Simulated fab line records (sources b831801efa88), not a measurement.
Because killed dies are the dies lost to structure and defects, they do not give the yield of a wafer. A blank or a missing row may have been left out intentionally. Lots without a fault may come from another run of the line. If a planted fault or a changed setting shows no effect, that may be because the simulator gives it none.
Matching of chambers -- flow sky130 -- SKY_VIA4_CMP_21 on cmp-01 has 4 sister chambers
The step polishes, stops on SiO2, t overpolish 25 s, target thk 0 nm. 14 wafers are shown with their chamber, then 7 later ones without.

## WAFERS, EACH WITH ITS CHAMBER
wafer,chamber,motor-current-A (A),time-to-endpoint-s (s),overpolish-run-s (s)
L857.2,2,11.0,121,25.006
L857.3,1,13.0,127,24.981
L857.6,2,10.7,122,25.009
L859.2,1,12.6,122,25.017
L859.5,2,10.7,122,24.994
L859.6,1,12.9,118,24.998
L863.1,2,11.1,120,25.017
L863.2,0,10.2,118,24.987
L863.3,3,13.3,127,25.006
L866.3,3,13.2,119,24.976
L866.5,0,10.2,121,24.998
L866.6,3,12.6,120,24.995
L867.2,1,12.4,126,24.985
L867.3,0,10.5,121,25.007

SIGNATURES, as means of the wafers listed above
reading,chamber 0,chamber 1,chamber 2,chamber 3,scatter within a chamber
motor-current-A,10.300,12.725,10.875,13.033,0.265
time-to-endpoint-s,120.00,123.25,121.25,122.00,3.12
overpolish-run-s,24.99733,24.99525,25.00650,24.99233,0.0131
Rule: distance of a wafer from a chamber = root of the sum over the readings of ((wafer's reading minus chamber's mean) / reading's scatter) squared. If the next closest chamber is less than 2 further off than the closest, the wafer can't be placed; otherwise it belongs to the closest. The scatter: take each reading less its chamber's mean, square it, sum over the shown wafers, divide by the number of wafers less the number of chambers, and take the root.

## WAFERS WITHOUT THEIR CHAMBER
wafer,motor-current-A (A),time-to-endpoint-s (s),overpolish-run-s (s)
L867.6,12.9,124,25.002
L868.1,13.2,123,24.993
L868.2,12.3,126,25.002
L868.5,12.3,129,24.991
L869.1,11.1,122,25.008
L869.5,12.6,126,24.990
L869.6,10.2,120,25.004

## WHICH CHAMBER EACH WENT THROUGH
wafer,from the rows above,in truth
L867.6,can't be placed: 1 or 3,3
L868.1,can't be placed: 3 or 1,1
L868.2,can't be placed: 1 or 3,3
L868.5,can't be placed: 1 or 3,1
L869.1,2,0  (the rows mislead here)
L869.5,can't be placed: 1 or 3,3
L869.6,can't be placed: 0 or 2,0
Correctly placed: 0 of 7. Cannot be placed on the basis of these rows: 6; the candidates contain the true chamber in 6. Wrongly placed: 1.
